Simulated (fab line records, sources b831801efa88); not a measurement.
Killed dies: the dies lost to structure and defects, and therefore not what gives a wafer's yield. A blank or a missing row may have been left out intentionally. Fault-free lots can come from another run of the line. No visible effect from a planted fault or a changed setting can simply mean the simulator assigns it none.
8D (eight disciplines) problem report, filled in by code ; flow gf180mcu ; the parts of the form that need people (team, actions taken, sign-off) are left out

## 1. THE PROBLEM
Across 4 wafers from 3 lots, NSD_RS at GF_PSD_RS_MEAS_14 averages 46.95 ohm/sq, while fault-free wafers read 46.14 ohm/sq with a standard deviation of 0.093. Relative to the usual mean, that is a shift of +8.8 standard deviations.
The step: measures by four-point-probe.
The first sign was on wafer L893.3 at day 18 08:42, on film_metro-02. The record holds 36 wafers of 13 lots with a number at this step. By rule, "out" or "out of limits" means more than 4 standard deviations away from the usual mean. The rest of the wafers with a number are treated as sound.

## 2. WHAT IT IS; WHAT IT IS NOT
question;is;is not
which readings at this step;NSD_RS;-
which lots;L893, L894, L895;L882, L884, L885, L887, L891, L898, L901, L902, L903, L905
which wafers of those lots;L893.3, L894.3, L895.3, L895.4;L893.6, L894.1
read on which gauges;film_metro-02, film_metro-04;film_metro-03
when;from day 18 08:42;"up to then (16 sound wafers); but 16 sound wafers of L894, L898, L901, L902, L903, L905 came after"

## 3. SUSPECTS, AND WHAT RULES EACH OUT
Counting: a tool at a process step up to the reading stays a suspect if it ran every lot that is out. Sound lots after the first of them don't rule it out here, since some wafers of a struck lot are sound.
- ruled out: the gauge at GF_PSD_RS_MEAS_14. Those wafers that are out were read across 2 gauges (film_metro-02, film_metro-04).
- implanter-01 at GF_NSD_IMPLANT_10: kept. It ran every lot that is out, first L893 (day 17 08:52); its last sound lot up to then is L891 (day 16 17:50).
The count leaves implanter-01 at GF_NSD_IMPLANT_10.

## 4. THE CAUSE (what the simulator had put in)
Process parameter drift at GF_NSD_IMPLANT_10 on implanter-01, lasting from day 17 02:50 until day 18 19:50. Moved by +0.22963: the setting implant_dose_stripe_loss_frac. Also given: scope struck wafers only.
Counting left only this tool.

## 5. THE CHAIN OF EFFECTS, in route order
Each row: a reading whose mean over the struck wafers that have a number lies more than 3 standard deviations from the usual. Scope: only readings with a usual standard deviation given in the record; hours: median across lots of the time from each lot's start at the first step in this table that gives one to its start at this step; sigmas: change in usual standard deviations.
hours;step;reading;usual;on struck wafers;change;sigmas
0;GF_PSD_RS_MEAS_14;NSD_RS;46.14 ohm/sq;46.95;+0.81;+8.8
Later measuring or inspecting steps at which every struck wafer that the step has a row for has a number for every such reading, and none has moved that far: GF_SALICIDE_THK_MEAS_05.

## 6. HOW IT WOULD HAVE BEEN CAUGHT EARLIER
In this record the first reading out of limits at a measuring or inspecting step was taken at day 18 08:42, 30 hours after the fault began at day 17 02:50.
No tool reading at GF_NSD_IMPLANT_10 that has a usual standard deviation in the record was out on any struck wafer, so an alarm limit of 4 standard deviations on those readings would not have fired.
By day 18 08:42, every lot that is out (3) had started GF_NSD_IMPLANT_10 on implanter-01. A hold on the tool at that time would have spared none of them.
